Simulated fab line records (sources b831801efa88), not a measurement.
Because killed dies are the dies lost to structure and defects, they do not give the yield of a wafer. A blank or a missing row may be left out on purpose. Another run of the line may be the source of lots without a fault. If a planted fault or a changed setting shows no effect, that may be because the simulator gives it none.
Which tool was responsible? ; flow sky130 ; 44 wafers from 15 lots sampled at 3 of the route's 708 steps

WHAT THE GAUGES SHOWED, per wafer
SKY_VT_ADJUST_PCH_TW_MEAS_10.
lot;measured;on;VT_ADJUST_PCH_TW
L461;day 10 07:38;film_metro-02;139.6 139.3 140.5
L462;day 10 11:37;film_metro-04;143.7 144.6 143.7
L464;day 11 08:59;film_metro-03;143.9 144.0 143.1
L465;day 11 15:06;film_metro-02;141.4 142.0 142.4
L466;day 11 21:35;film_metro-04;143.4 143.4 143.3
L467;day 12 06:25;film_metro-03;142.8 142.5 142.9
L468;day 12 11:13;film_metro-04;143.2 143.5 144.1
L470;day 13 02:31;film_metro-02;141.4 140.2
L476;day 15 02:53;film_metro-04;143.8 145.1 144.9
L477;day 15 09:12;film_metro-02;140.8 140.9 140.2
L478;day 15 18:26;film_metro-04;144.4 145.2 144.2
L480;day 16 11:11;film_metro-04;143.4 143.0 143.5
L481;day 16 20:58;film_metro-02;140.3 140.8 140.3
L482;day 17 04:57;film_metro-03;143.8 143.9 143.2
L484;day 17 21:32;film_metro-03;144.5 143.9 143.9

SKY_SONOS_ONO_THK_MEAS_03.
lot;measured;on;SONOS_ONO_CVD_02_THK (nm)
L461;day 11 12:07;film_metro-01;10.30 10.26 10.25
L462;day 11 16:19;film_metro-02;10.24 10.24 10.12
L464;day 12 13:55;film_metro-02;10.49 10.40 10.40
L465;day 12 19:49;film_metro-03;10.76 10.69 10.69
L466;day 13 02:53;film_metro-01;10.62 10.51 10.56
L467;day 13 10:01;film_metro-02;10.52 10.41 10.64
L468;day 13 14:32;film_metro-02;10.40 10.23 10.27
L470;day 14 08:38;film_metro-01;10.63 10.58
L476;day 16 10:48;film_metro-02;10.40 10.29 10.53
L477;day 16 16:46;film_metro-02;10.40 10.62 10.46
L478;day 17 02:51;film_metro-01;10.41 10.41 10.49
L480;day 17 21:02;film_metro-03;10.41 10.25 10.33
L481;day 18 09:10;film_metro-01;10.49 10.31 10.44
L482;day 18 20:35;film_metro-03;10.56 10.60 10.57
L484;day 19 08:42;film_metro-03;10.73 10.69 10.52

SKY_SONOS_ONO_OVL_MEAS_14.
lot;measured;on;SONOS_ONO_OVL (nm)
L461;day 12 12:46;overlay-01;-0.2 -0.9 0.1
L462;day 12 17:25;overlay-02;0.1 -0.4 -0.2
L464;day 13 15:49;overlay-02;-2.9 -0.2 -0.7
L465;day 13 22:34;overlay-02;2.0 0.2 0.0
L466;day 14 05:28;overlay-01;-1.2 0.0 1.6
L467;day 14 13:08;overlay-02;-0.3 0.5 0.7
L468;day 14 18:44;overlay-02;-0.1 -0.4 0.3
L470;day 15 13:01;overlay-01;-1.3 -2.6
L476;day 17 17:16;overlay-02;-1.7 -1.3 -1.2
L477;day 17 23:41;overlay-01;-1.0 1.8 2.3
L478;day 18 08:56;overlay-01;-0.5 -0.2 -1.5
L480;day 19 05:01;overlay-02;1.2 1.8 1.6
L481;day 19 16:31;overlay-02;-0.5 0.6 -0.1
L482;day 20 04:01;overlay-01;-1.2 -2.2 -0.9
L484;day 20 17:13;overlay-01;-2.8 -1.6 -1.1

WHAT TOOL EACH LOT RAN ON (gives the tool, then ch and the chambers of the sampled wafers, and finally the start)
The record holds no process step before these readings.

WHAT THE TOOLS THEMSELVES READ (means of the sampled wafers that have a number; where no wafer has one, the mark that the record gives instead)
The record holds no such reading with a usual standard deviation.

THE ANSWER, worked out from the rows above alone
Rule: what is usual is taken from the lots themselves. Put in order of their means at a reading, lots are off if they are a third of the lots or fewer, leave a main group of 4 or more, and stand apart from it by a gap of 3 or more times the standard deviation of the main group's means; of several such gaps the widest counts. A main group whose means are all the same, to the digits that the tables above print for the reading, isn't used. Also off: a lot with no number at a reading for which 4 or more lots have one. Where the step has rows for the other lots, those lots are counted as sound. After the gauges, taken in route order, come the tools' own readings; for these a lot's mean is taken, as printed above. The first step at which some lot is off is used, and at that step the reading that is off furthest; a lot without a number counts as furthest.
Across all readings shown, no lot is off: no conclusion can be drawn from this.

WHAT THE SIMULATOR HAD INSERTED
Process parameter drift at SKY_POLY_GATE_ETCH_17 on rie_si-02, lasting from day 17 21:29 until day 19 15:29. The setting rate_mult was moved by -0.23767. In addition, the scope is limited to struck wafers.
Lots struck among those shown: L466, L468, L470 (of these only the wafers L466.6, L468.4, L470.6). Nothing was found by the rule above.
